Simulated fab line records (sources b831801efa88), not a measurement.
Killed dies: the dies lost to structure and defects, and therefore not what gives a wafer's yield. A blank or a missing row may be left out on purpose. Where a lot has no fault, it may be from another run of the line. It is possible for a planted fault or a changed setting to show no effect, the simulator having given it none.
Matching of chambers | flow sky130 | 4 sister chambers for SKY_VIA2_CMP_24 on cmp-02
The step polishes, stops on SiO2, t overpolish 20 s, target thk 0 nm. 18 wafers are shown with their chamber, then 9 later ones without.

## EACH WAFER AND ITS CHAMBER
wafer  | chamber | motor_current_A (A) | overpolish_run_s (s) | time_to_endpoint_s (s)
L765.2 | 1       | 12.3                | 19.991               | 101
L765.3 | 0       | 10.8                | 20.004               | 97
L765.5 | 0       | 10.2                | 19.996               | 99
L768.2 | 0       | 10.4                | 19.998               | 104
L768.5 | 0       | 10.1                | 19.997               | 99
L768.6 | 1       | 11.6                | 20.001               | 102
L767.1 | 0       | 10.0                | 19.999               | 100
L767.5 | 3       | 12.5                | 20.010               | 103
L767.6 | 2       | 13.6                | 20.010               | 106
L769.2 | 0       | 10.4                | 19.997               | 105
L769.3 | 1       | 11.6                | 20.006               | 103
L769.4 | 2       | 13.4                | 19.990               | 106
L770.1 | 1       | 11.8                | 20.005               | 101
L770.2 | 3       | 11.7                | 20.005               | 105
L770.6 | 2       | 13.2                | 19.989               | 102
L781.4 | 2       | 13.8                | 19.982               | 99
L781.5 | 1       | 11.3                | 20.001               | 101
L781.6 | 2       | 13.8                | 20.000               | 102

SIGNATURES (means of the wafers above)
reading            | chamber 0 | chamber 1 | chamber 2 | chamber 3 | scatter within a chamber
motor_current_A    | 10.317    | 11.720    | 13.560    | 12.100    | 0.333
overpolish_run_s   | 19.99850  | 20.00080  | 19.99420  | 20.00750  | 0.00693
time_to_endpoint_s | 100.67    | 101.60    | 103.00    | 104.00    | 2.54
Rule: a wafer lies at a distance from a chamber equal to the root of the sum of squares, over the readings, of (its reading less the chamber's mean, divided by the reading's scatter). The wafer belongs to the nearest chamber; if the next one is less than 2 further off, it can't be placed. The scatter: the root of (the sum of the squares of (reading less its chamber's mean) over the shown wafers, divided by (wafers less chambers)).

## WAFERS WITH NO CHAMBER GIVEN
wafer  | motor_current_A (A) | overpolish_run_s (s) | time_to_endpoint_s (s)
L783.4 | 10.7                | 19.994               | 96
L783.5 | 12.9                | 19.996               | 101
L783.6 | 12.3                | 20.001               | 102
L780.2 | 12.8                | 20.010               | 105
L780.4 | 12.3                | 19.995               | 95
L780.5 | 11.9                | 20.018               | 95
L785.1 | 10.7                | 20.009               | 98
L785.3 | 11.7                | 19.986               | 99
L785.6 | 11.8                | 20.019               | 97

## EACH ONE'S CHAMBER
wafer  | from the rows above          | in truth
L783.4 | can't be placed: 0 or 1      | 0
L783.5 | can't be placed: 2 or 3 or 1 | 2
L783.6 | can't be placed: 3 or 1      | 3
L780.2 | can't be placed: 3 or 2 or 1 | 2
L780.4 | can't be placed: 1 or 3 or 2 | 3
L780.5 | can't be placed: 1 or 3      | 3
L785.1 | can't be placed: 0 or 1      | 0
L785.3 | can't be placed: 1 or 3      | 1
L785.6 | can't be placed: 1 or 3      | 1
Placed correctly: 0 of 9. Not placeable from these rows: 9 (in 9, the candidates include the true chamber). Placed wrongly: 0.
